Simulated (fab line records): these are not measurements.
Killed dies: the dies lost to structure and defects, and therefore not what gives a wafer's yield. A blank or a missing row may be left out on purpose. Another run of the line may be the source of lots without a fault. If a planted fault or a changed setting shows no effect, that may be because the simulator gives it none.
Which tool did it? ; flow sky130 ; 36 wafers from 12 lots sampled at 5 of the route's 708 steps

## WHAT THE GAUGES READ, wafer by wafer
The record lacks any reading of a measuring or inspecting step that a usual standard deviation could be used to judge.

## EACH LOT AND THE TOOL THAT RAN IT (in order: tool; ch and the chambers of the sampled wafers; start)
lot;SKY_LDD_LDN_STRIP_12;SKY_METAL5_SPUTTER_02;SKY_METAL5_SPUTTER_03;SKY_PASSIVATION_STRIP_12;SKY_PAD_OPEN_PROBE_99
L563;plasma-asher-01 ch 0,1, day 23 01:06;pvd-sputter-02, day 42 22:07;pvd-sputter-02, day 42 22:10;plasma-asher-02 ch 0,1, day 44 21:58;prober-02, day 45 21:28
L565;plasma-asher-01 ch 0,1, day 24 06:39;pvd-sputter-02, day 43 22:10;pvd-sputter-02, day 43 22:13;plasma-asher-02 ch 0, day 45 19:31;prober-01, day 46 18:17
L564;plasma-asher-04 ch 0,1, day 24 06:49;pvd-sputter-04, day 44 01:21;pvd-sputter-04, day 44 01:25;plasma-asher-02 ch 0,1, day 45 22:07;prober-02, day 46 21:06
L567;plasma-asher-01 ch 0,1, day 24 13:42;pvd-sputter-02, day 44 05:04;pvd-sputter-02, day 44 05:07;plasma-asher-01 ch 0,1, day 46 02:16;prober-01, day 47 00:48
L566;plasma-asher-01 ch 0,1, day 24 14:54;pvd-sputter-03, day 44 06:25;pvd-sputter-03, day 44 06:28;plasma-asher-01 ch 0,1, day 46 03:18;prober-02, day 47 02:32
L570;plasma-asher-01 ch 0,1, day 25 15:37;pvd-sputter-02, day 44 23:25;pvd-sputter-02, day 44 23:28;plasma-asher-03 ch 0,1, day 46 18:02;prober-01, day 47 16:09
L572;plasma-asher-02 ch 0,1, day 26 07:37;pvd-sputter-02, day 45 12:56;pvd-sputter-02, day 45 12:59;plasma-asher-01 ch 0,1, day 47 07:25;prober-02, day 48 04:32
L571;plasma-asher-01 ch 0,1, day 26 08:14;pvd-sputter-02, day 45 13:08;pvd-sputter-02, day 45 13:11;plasma-asher-03 ch 0,1, day 47 08:10;prober-01, day 48 05:45
L579;plasma-asher-01 ch 0,1, day 29 00:40;pvd-sputter-03, day 47 11:55;pvd-sputter-03, day 47 11:58;plasma-asher-03 ch 0,1, day 49 03:47;prober-02, day 49 23:35
L580;plasma-asher-02 ch 0,1, day 29 01:59;pvd-sputter-04, day 47 12:12;pvd-sputter-04, day 47 12:15;plasma-asher-01 ch 0,1, day 49 03:58;prober-01, day 49 23:44
L582;plasma-asher-01 ch 0,1, day 30 00:29;pvd-sputter-03, day 48 04:54;pvd-sputter-03, day 48 04:57;plasma-asher-03 ch 0,1, day 49 19:08;prober-02, day 50 14:00
L584;plasma-asher-04 ch 0,1, day 32 04:12;pvd-sputter-04, day 49 16:23;pvd-sputter-04, day 49 16:26;plasma-asher-03 ch 0,1, day 50 23:44;prober-02, day 51 16:58
- SKY_LDD_LDN_STRIP_12: strips in O2/N2.
- SKY_METAL5_SPUTTER_02: material AlCu, target thk 1150 nm, time 61.2 s.
- SKY_METAL5_SPUTTER_03: material Ti, target thk 5 nm, time 3.3 s.
- SKY_PASSIVATION_STRIP_12: strips in O2/N2.
- SKY_PAD_OPEN_PROBE_99

## WHAT THE TOOLS THEMSELVES READ (means of the sampled wafers that have a number; where no wafer has one, the mark that the record gives instead)
SKY_LDD_LDN_STRIP_12. Usual: drypump-motor-current-A 6.00 A, standard deviation 0.24; oes-product-au 0.716 a.u., standard deviation 0.0043; strip-time-to-endpoint-s 14.17 s, standard deviation 0.034.
lot;tool;drypump-motor-current-A (A);oes-product-au (a.u.);strip-time-to-endpoint-s (s);flag
L563;plasma-asher-01;5.93;0.716;14.17;
L565;plasma-asher-01;5.86;0.717;14.13;
L564;plasma-asher-04;6.19;0.719;14.12;
L567;plasma-asher-01;5.87;0.717;14.18;
L566;plasma-asher-01;5.86;0.721;14.15;
L570;plasma-asher-01;5.88;0.717;14.16;
L572;plasma-asher-02;6.14;0.712;14.15;
L571;plasma-asher-01;5.87;0.718;14.17;
L579;plasma-asher-01;5.92;0.713;14.17;
L580;plasma-asher-02;5.97;0.717;14.23;
L582;plasma-asher-01;5.87;0.718;14.19;
L584;plasma-asher-04;6.18;0.714;14.19;

SKY_METAL5_SPUTTER_02. Usual: throttle-valve-pct reads 29.3 % (standard deviation 0.93).
lot;tool;throttle-valve-pct (%);flag
L563;pvd-sputter-02;29.4;
L565;pvd-sputter-02;28.7;
L564;pvd-sputter-04;29.5;
L567;pvd-sputter-02;28.5;
L566;pvd-sputter-03;29.6;
L570;pvd-sputter-02;28.8;
L572;pvd-sputter-02;29.0;
L571;pvd-sputter-02;28.6;
L579;pvd-sputter-03;29.9;
L580;pvd-sputter-04;29.7;
L582;pvd-sputter-03;29.7;
L584;pvd-sputter-04;30.1;

SKY_METAL5_SPUTTER_03. Usual: throttle-valve-pct reads 29.3 % (standard deviation 0.96).
lot;tool;throttle-valve-pct (%);flag
L563;pvd-sputter-02;29.5;
L565;pvd-sputter-02;28.6;
L564;pvd-sputter-04;29.5;
L567;pvd-sputter-02;28.6;
L566;pvd-sputter-03;29.6;
L570;pvd-sputter-02;28.7;
L572;pvd-sputter-02;28.7;
L571;pvd-sputter-02;28.5;
L579;pvd-sputter-03;30.0;
L580;pvd-sputter-04;29.9;
L582;pvd-sputter-03;29.6;
L584;pvd-sputter-04;30.2;

SKY_PASSIVATION_STRIP_12. Usual: drypump-motor-current-A 6.0 A, standard deviation 0.44; oes-product-au 0.661 a.u., standard deviation 0.0046; strip-time-to-endpoint-s 31.42 s, standard deviation 0.14.
lot;tool;drypump-motor-current-A (A);oes-product-au (a.u.);strip-time-to-endpoint-s (s);flag
L563;plasma-asher-02;6.0;0.655;31.45;
L565;plasma-asher-02;6.3;0.660;31.35;
L564;plasma-asher-02;6.0;0.668;31.46;
L567;plasma-asher-01;5.9;0.664;31.37;
L566;plasma-asher-01;5.9;0.659;31.43;
L570;plasma-asher-03;5.8;0.659;31.39;
L572;plasma-asher-01;5.9;0.662;31.36;
L571;plasma-asher-03;5.8;0.661;31.54;
L579;plasma-asher-03;6.2;0.661;31.42;
L580;plasma-asher-01;5.9;0.658;31.44;
L582;plasma-asher-03;5.8;0.661;31.51;
L584;plasma-asher-03;5.8;0.664;31.60;

SKY_PAD_OPEN_PROBE_99. Usual: killed_at_M0_to_M3 43, standard deviation 6.8; killed_at_M4_up 3.1, standard deviation 1.8; killed-at-contacts 25, standard deviation 5.8; killed-at-front-end 15, standard deviation 4.2; killed-at-other 0.3, standard deviation 0.5; killed-dies 87, standard deviation 9.7; killed-open 47, standard deviation 7.3; killed-short 39, standard deviation 6.6.
lot;tool;killed_at_M0_to_M3;killed_at_M4_up;killed-at-contacts;killed-at-front-end;killed-at-other;killed-dies;killed-open;killed-short;flag
L563;prober-02;40;3.7;21;13;0.0;78;41;37;
L565;prober-01;50;3.7;22;20;0.3;97;55;41;
L564;prober-02;44;1.7;28;17;0.0;90;54;36;
L567;prober-01;44;4.0;25;11;0.7;84;45;39;
L566;prober-02;40;4.3;23;16;0.0;83;38;46;
L570;prober-01;40;2.3;19;67;0.7;129;41;33;OFF
L572;prober-02;45;3.0;23;15;0.0;86;50;36;
L571;prober-01;42;1.7;20;65;0.3;129;45;33;OFF
L579;prober-02;46;5.0;30;21;0.0;102;63;38;
L580;prober-01;45;3.0;30;13;0.3;91;49;43;
L582;prober-02;41;6.0;20;13;0.0;80;43;38;
L584;prober-02;47;4.7;29;12;0.0;93;52;40;

## THE ANSWER, worked out from the rows above alone
Rule: a lot counts as off when the mean over its wafers that have a number is more than 3 standard deviations away from the usual mean. A lot without any number at a reading at which 4 lots or more have one is off too. Where the step has rows for the other lots, those lots are counted as sound. After the gauges, taken in route order, come the tools' own readings; for these a lot's mean is taken, as printed above. At the first step where some lot is off, the reading lying furthest off is the one used; lots without a number count as furthest.
Off at SKY_PAD_OPEN_PROBE_99 (killed-at-front-end): L570, L571.
If a tool, at that step or one of the process steps before it, ran each lot that is off and ran no sound lot following the first of them, it fits. Of those tried, none fits.

## WHAT THE SIMULATOR HAD PUT IN
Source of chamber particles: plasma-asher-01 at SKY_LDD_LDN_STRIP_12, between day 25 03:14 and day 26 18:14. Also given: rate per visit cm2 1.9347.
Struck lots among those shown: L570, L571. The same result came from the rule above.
